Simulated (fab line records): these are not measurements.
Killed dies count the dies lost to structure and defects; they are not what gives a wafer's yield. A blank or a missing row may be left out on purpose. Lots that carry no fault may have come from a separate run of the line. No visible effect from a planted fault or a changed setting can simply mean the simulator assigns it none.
A single fault, viewed from 2 desks -- flow gf180mcu -- numbers are kept per desk, each desk with only its own; the story behind them comes last

## FROM THE METROLOGY DESK
Lot by lot, what the gauges showed, no matter which tool ran the lot: averages of those sampled wafers that carry a number. A lot is out of limits, marked OUT, if its mean lies more than 4 standard deviations from the usual mean; the brackets give that distance.
Columns: A = CONTACT_W_RS at GF_CONTACT_RS_MEAS_25, usual 0.382 ohm/sq; B = CONTACT_W_THK at GF_CONTACT_THK_MEAS_26, usual 303 nm
lot,first seen here,A,B
L394,day 16 08:45,0.378,308
L395,day 16 22:48,0.388,297
L396,day 17 11:21,0.384,300
L402,day 19 02:37,0.195 (-37) OUT,-
L403,day 19 23:23,0.193 (-38) OUT,-
L406,day 20 19:46,0.379,306
L408,day 21 06:51,0.384,299
L411,day 22 10:29,0.380,303
L412,day 22 14:04,0.384,300
L413,day 23 02:37,0.382,305
L414,day 23 08:01,0.384,298
This desk's finding: out of limits on L402, L403; first on L402, day 19 02:37 (CONTACT_W_RS at GF_CONTACT_RS_MEAS_25). Within limits: L394, L395, L396, L406, L408, L411, L412, L413, L414.

## THE TOOL OWNER'S DESK: cvd_w-01
The tool's own readings at GF_CONTACT_CVD_24 (deposits W, target thk 300 nm, time 90.339 s): means of the sampled wafers that have a number, for each lot that ran on this tool. A lot is out of limits, marked OUT, if its mean lies more than 4 standard deviations from the usual mean; the brackets give that distance.
Columns: A = heater_power_w at GF_CONTACT_CVD_24, usual 908 W
lot,first seen here,A
L394,day 16 08:38,843
L396,day 17 11:15,931
L402,day 19 02:31,949
L403,day 19 23:17,841
L411,day 22 10:23,857
L412,day 22 13:57,1020
L413,day 23 02:29,941
Finding of this desk: none of the 7 lots has anything out of limits.

## PUT TOGETHER
Metrology desk: alarm possible at day 19 02:37 on L402, L403.
Nothing out of limits was seen by the tool owner's desk.
The tool owner's desk has L402, L403 on record, within its limits.
The lots listed all ran GF_CONTACT_CVD_24 on cvd_w-01.

## WHAT THE SIMULATOR HAD PUT IN
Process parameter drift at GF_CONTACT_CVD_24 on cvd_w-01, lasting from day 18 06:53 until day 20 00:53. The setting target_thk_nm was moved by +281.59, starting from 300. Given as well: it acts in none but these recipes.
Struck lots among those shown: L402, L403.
Hours from the fault's start to each desk's first reading out of limits: the metrology desk, 20.
